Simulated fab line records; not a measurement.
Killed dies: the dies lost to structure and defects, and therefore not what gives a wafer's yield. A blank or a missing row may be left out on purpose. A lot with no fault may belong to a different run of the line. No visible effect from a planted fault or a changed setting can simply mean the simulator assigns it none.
A lot that was struck, set against a sound lot    flow sky130    15 out of 708 route steps
Sound: the wafers L701.2, L701.5, L701.6. Wafers L705.2, L705.3, L705.5 were the ones struck. The cause is named last.
Each step with rows lists, per side, the tool, then ch with its chambers, then its first start. Under that, the readings that differ: sound wafers    struck wafers    difference of the means    sigmas: that difference in standard deviations of wafers without a fault.
alike: words and numbers the same on both sides, and readings whose means are apart by under 2 such deviations; not compared: readings that were withheld, readings missing a value for some wafer, numbers with overlapping values and no deviation given by the record, and bounds like >300 which may hide the same value.
A row with sigmas, a row that says differs or no value, or rows on one side alone: a step with any of these is where the two part. Numbers that don't overlap but have no deviation are shown without sigmas and don't part them. A reading that every wafer of one side lacks parts them only if that side has two wafers or more.

SKY_LDD_HVN_OVL_MEAS_07:
  sound: overlay-02 at day 22 05:36; struck: overlay-01 at day 23 12:13
  alike: LDD_HVN_OVL
following that, these wafers have no rows for 1 step: SKY_LDD_HVN_IMPLANT_08.
SKY_LDD_HVN_STRIP_09: strips in O2/N2.
  sound on plasma_asher-03 ch 0,1, day 22 05:47; struck on plasma_asher-01 ch 0,1, day 23 12:24
  alike: drypump_motor_current_A, oes_product_au, strip_time_to_endpoint_s
  not compared: rf_hours_counter_h
SKY_LDD_HVN_TW_MEAS_10:
  sound: film_metro-02 at day 22 05:53; struck: film_metro-02 at day 23 12:31
  alike: LDD_HVN_TW
then, 7 steps without rows for these wafers: SKY_LDD_HVP_DEHYDRATE_00 (time 60 s); SKY_LDD_HVP_HMDS_01 (prime time 60 s); SKY_LDD_HVP_COAT_02 (resist thk 300 nm); SKY_LDD_HVP_SOFTBAKE_03 (time 60 s); SKY_LDD_HVP_EXPOSE_04 (exposes mask HVPTM, target cd 700 nm); SKY_LDD_HVP_PEB_05; SKY_LDD_HVP_DEVELOP_06 (develop time 60 s).
SKY_LDD_HVP_OVL_MEAS_07:
  sound: overlay-01 at day 23 11:37; struck: overlay-01 at day 24 18:19
  alike: LDD_HVP_OVL
SKY_LDD_HVP_IMPLANT_08:
  sound on implanter-04 ch 0, day 23 11:40; struck on implanter-02 ch 0, day 24 18:22
reading                           sound                       struck                         difference  sigmas
beam_on_s (s)                     10.22 9.78 10.18            10.72 10.82 10.96              +0.77       +4
end_station_pressure_torr (Torr)  4.93e-06 4.99e-06 5.17e-06  5.437e-05 5.936e-05 5.896e-05  +5.253e-05  +99 or more
faraday_current_uA                94.1 98.4 94.2              86.1 85.7 83.8                 -10.4       -5
SKY_LDD_HVP_STRIP_09: strips in O2/N2.
  sound on plasma_asher-02 ch 0,1, day 23 11:47; struck on plasma_asher-01 ch 0, day 24 18:30
  alike: drypump_motor_current_A, oes_product_au, strip_time_to_endpoint_s
  not compared: rf_hours_counter_h
-- a jump in the record: the struck wafers' starts before and after are 23 days apart (it breaks off in module LDD_HVP and resumes in module PAD_OPEN, where the first step shown is number 708 of the route) --
SKY_PAD_OPEN_PROBE_99:
  sound: prober-02 at day 47 02:06; struck: prober-01 at day 47 21:41
reading                         sound           struck          difference  sigmas
model.etest.tip_p_5v.rs_ohm_sq  2888 2907 2902  2712 2707 2694  -195        
  alike: killed_at_M0_to_M3, killed_at_M4_up, killed_at_contacts, killed_at_front_end, killed_at_other, killed_dies, killed_open, killed_short

## WHERE THEY PART
SKY_LDD_HVP_IMPLANT_08 only, going by this record. Later steps at which nothing parts them and some readings are alike: SKY_LDD_HVP_STRIP_09, SKY_PAD_OPEN_PROBE_99.

WHY: what the simulator had put in
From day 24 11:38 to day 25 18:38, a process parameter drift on implanter-02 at SKY_LDD_HVP_IMPLANT_08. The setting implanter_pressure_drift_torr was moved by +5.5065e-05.
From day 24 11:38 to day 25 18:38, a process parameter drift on implanter-02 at SKY_LDD_HVP_IMPLANT_08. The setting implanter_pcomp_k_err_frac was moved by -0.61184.
